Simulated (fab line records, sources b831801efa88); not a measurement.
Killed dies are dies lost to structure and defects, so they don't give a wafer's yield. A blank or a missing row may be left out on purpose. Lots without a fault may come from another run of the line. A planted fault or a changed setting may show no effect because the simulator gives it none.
Which tool did it? | flow gf180mcu | 13 lots, 39 wafers sampled, at 1 step of a route of 602

WHAT THE GAUGES READ, wafer by wafer
GF_PSD_OVL_MEAS_08.
lot  | measured     | on         | PSD_OVL (nm)
L626 | day 14 08:52 | overlay-01 | 3.0 2.8 3.6
L627 | day 14 12:46 | overlay-02 | 1.2 0.0 1.4
L628 | day 15 05:36 | overlay-02 | 3.9 1.4 3.3
L629 | day 15 12:22 | overlay-02 | 1.5 2.6 0.5
L631 | day 16 01:25 | overlay-02 | 1.3 0.9 1.5
L632 | day 16 15:37 | overlay-01 | 2.8 1.7 2.9
L634 | day 17 07:10 | overlay-01 | 2.5 1.3 3.9
L635 | day 17 13:19 | overlay-01 | 1.2 -0.3 2.4
L644 | day 20 13:10 | overlay-01 | 3.6 4.5 4.4
L646 | day 21 12:16 | overlay-02 | 2.4 2.6 5.6
L647 | day 21 23:03 | overlay-02 | 0.8 0.0 1.5
L648 | day 22 01:49 | overlay-02 | 2.5 1.4 1.7
L649 | day 22 06:55 | overlay-01 | 1.3 0.7 3.1

WHICH TOOL RAN EACH LOT (tool, then ch and the chambers of the sampled wafers, then the start)
The record holds no process step before these readings.

WHAT THE TOOLS THEMSELVES READ (means of the sampled wafers that have a number; where no wafer has one, the mark that the record gives instead)
The record holds no such reading with a usual standard deviation.

THE ANSWER, worked out from the rows above alone
Rule: what is usual is taken from the lots themselves. Put in order of their means at a reading, lots are off if they are a third of the lots or fewer, leave a main group of 4 or more, and stand apart from it by a gap of 3 or more times the standard deviation of the main group's means; of several such gaps the widest counts. A main group whose means are all the same, to the digits that the tables above print for the reading, isn't used. A lot without any number at a reading at which 4 lots or more have one is off too. The other lots that the step has rows for count as sound. The gauges are gone through in route order, then the tools' own readings, and for those a lot's mean is taken as printed above. The first step at which some lot is off is used, and at that step the reading that is off furthest; a lot without a number counts as furthest.
No lot is off at any reading shown: from this, nothing can be told.

WHAT THE SIMULATOR HAD PUT IN
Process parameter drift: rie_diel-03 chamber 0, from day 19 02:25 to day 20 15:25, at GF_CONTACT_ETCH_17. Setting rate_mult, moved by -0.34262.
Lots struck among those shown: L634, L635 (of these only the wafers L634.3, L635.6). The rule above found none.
